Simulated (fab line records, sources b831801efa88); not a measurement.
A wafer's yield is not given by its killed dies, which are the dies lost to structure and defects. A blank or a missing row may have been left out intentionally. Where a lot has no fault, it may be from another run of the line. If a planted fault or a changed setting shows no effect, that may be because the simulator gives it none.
Which of the tools did it? | flow gf180mcu | 6 lots, 18 wafers sampled, at 3 steps of a route of 602

## WHAT THE GAUGES READ, wafer by wafer
GF_NSD_CD_MEAS_07: target cd 400 nm.
lot  | measured     | on        | cd_nm (nm)
L492 | day 14 20:50 | cd_sem-01 | 397.8 397.8 397.5
L494 | day 15 12:05 | cd_sem-01 | 398.4 399.3 399.2
L496 | day 16 21:54 | cd_sem-02 | 406.0 404.1 404.1
L499 | day 17 01:25 | cd_sem-01 | 396.4 394.7 396.5
L502 | day 18 03:55 | cd_sem-01 | 402.4 403.4 401.3
L505 | day 19 09:43 | cd_sem-02 | 400.9 403.3 401.4

## TOOL THAT RAN EACH LOT (tool first, then ch and the chambers of the sampled wafers, then the start)
lot  | GF_VT_IMPLANT_STRIP_20               | GF_POLY_GATE_ETCH_13
L492 | plasma_asher-02 ch 0,1, day 7 07:42  | rie_si-02 ch 1,3, day 10 11:48
L494 | plasma_asher-03 ch 0,1, day 7 18:36  | rie_si-01 ch 2,3, day 11 00:52
L496 | plasma_asher-02 ch 0,1, day 8 15:05  | rie_si-02 ch 0,2,3, day 12 01:52
L499 | plasma_asher-03 ch 0,1, day 8 20:17  | rie_si-01 ch 0,2,3, day 12 05:07
L502 | plasma_asher-02 ch 0, day 9 20:18    | rie_si-02 ch 1,2, day 13 06:04
L505 | plasma_asher-03 ch 0,1, day 10 16:36 | rie_si-01 ch 0,1,3, day 14 06:40
- GF_VT_IMPLANT_STRIP_20: strips in O2/N2.
- GF_POLY_GATE_ETCH_13: etches poly-Si in HBr/Cl2, stops on SiO2, target depth 198.5 nm, time 69.6 s.

## THE ANSWER, worked out from the rows above alone
Rule: the usual values come from the lots themselves. Put in order of their means at a reading, lots are off if they are a third of the lots or fewer, leave a main group of 4 or more, and stand apart from it by a gap of 3 or more times the standard deviation of the main group's means; of several such gaps the widest counts. A main group is skipped when, at the precision printed for the reading in the tables above, its means are all equal. Also off: a lot with no number at a reading for which 4 or more lots have one. Any other lot the step has rows for is counted as sound.
Nothing can be told from this: no lot is off at any reading shown.

## WHAT THE SIMULATOR HAD PUT IN
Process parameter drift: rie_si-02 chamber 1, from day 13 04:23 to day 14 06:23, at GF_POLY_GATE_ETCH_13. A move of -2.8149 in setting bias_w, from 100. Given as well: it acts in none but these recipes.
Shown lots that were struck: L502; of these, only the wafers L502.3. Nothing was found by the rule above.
